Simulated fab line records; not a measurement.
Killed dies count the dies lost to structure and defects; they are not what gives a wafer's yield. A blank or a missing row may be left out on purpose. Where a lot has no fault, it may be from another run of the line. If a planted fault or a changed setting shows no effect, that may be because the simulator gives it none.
Problem report, 8D (eight disciplines) form, completed by code | flow gf180mcu | the parts of the form that need people (team, actions taken, sign-off) are left out

## 1. WHAT IS WRONG
V5_CVD_00_THK at GF_V5_THK_MEAS_01 reads a mean of 256 nm on 9 wafers of 3 lots; wafers without a fault read 301 nm with a standard deviation of 4. Relative to the usual mean, that is a shift of -11 standard deviations.
The first sign was on wafer L923.2 at day 27 23:55, on film_metro-04. At this step, 36 wafers from 12 lots have a number in the record. By rule, "out" or "out of limits" means more than 4 standard deviations away from the usual mean. The rest of the wafers with a number are treated as sound.

## 2. WHAT IT IS, WHAT IT ISN'T
question                    | is                           | is not
which readings at this step | V5_CVD_00_THK                | -
which lots                  | L923, L926, L927             | L918, L919, L920, L922, L932, L934, L938, L940, L941
which wafers of those lots  | all that have a number       | -
read on which gauges        | film_metro-01, film_metro-04 | film_metro-02
when                        | from day 27 23:55            | up to then (12 sound wafers); but 15 sound wafers of L932, L934, L938, L940, L941 came after

## 3. SUSPECTS, AND WHAT RULES EACH OUT
Counting: a tool stays on the suspect list if, at a process step up to the reading, it processed all lots that are out and no sound lot following the first of them.
- ruled out: the gauge at GF_V5_THK_MEAS_01. 2 gauges (film_metro-01, film_metro-04) read the wafers that are out.
- hdpcvd-02 at GF_V5_CVD_00 (deposits SiO2, target thk 300 nm, time 50 s): ruled out as a lasting fault. After its first lot that is out, L923 (day 27 23:52), sound lots L940, L941 ran on it.
Left after counting: nothing in the record.

## 4. THE CAUSE (what the simulator had put in)
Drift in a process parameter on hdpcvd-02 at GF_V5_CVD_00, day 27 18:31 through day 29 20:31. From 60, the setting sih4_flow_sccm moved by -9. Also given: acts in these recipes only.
It was ruled out by counting, in error; the rule expects a fault to strike all lots run on its tool from its start on, and this fault did not.

## 5. THE EFFECT CHAIN, in route order
Each row: a reading whose mean over the struck wafers that have a number lies more than 3 standard deviations from the usual. Only readings for which the record gives a usual standard deviation are gone through. hours: the time from each lot's start at the first step in this table that gives one to its start at this step, as a median over the lots. sigmas: the change in usual standard deviations.
hours | step              | reading        | usual      | on struck wafers | change | sigmas
0     | GF_V5_CVD_00      | sih4_flow_sccm | 60.00 sccm | 51.00            | -9.00  | -47
0     | GF_V5_THK_MEAS_01 | V5_CVD_00_THK  | 301 nm     | 256              | -45    | -11
It contains these process steps:
- GF_V5_CVD_00: deposits SiO2, target thk 300 nm, time 50 s.

## 6. HOW IT WOULD HAVE BEEN CAUGHT EARLIER
Counted from the fault's start at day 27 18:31, it took 5 hours until the first out-of-limits reading at a measuring or inspecting step in this record, taken at day 27 23:55.
The tool's own readings at GF_V5_CVD_00 were out on every struck wafer that the step has a row for (sih4_flow_sccm): an alarm limit on them would have fired on the first of those.
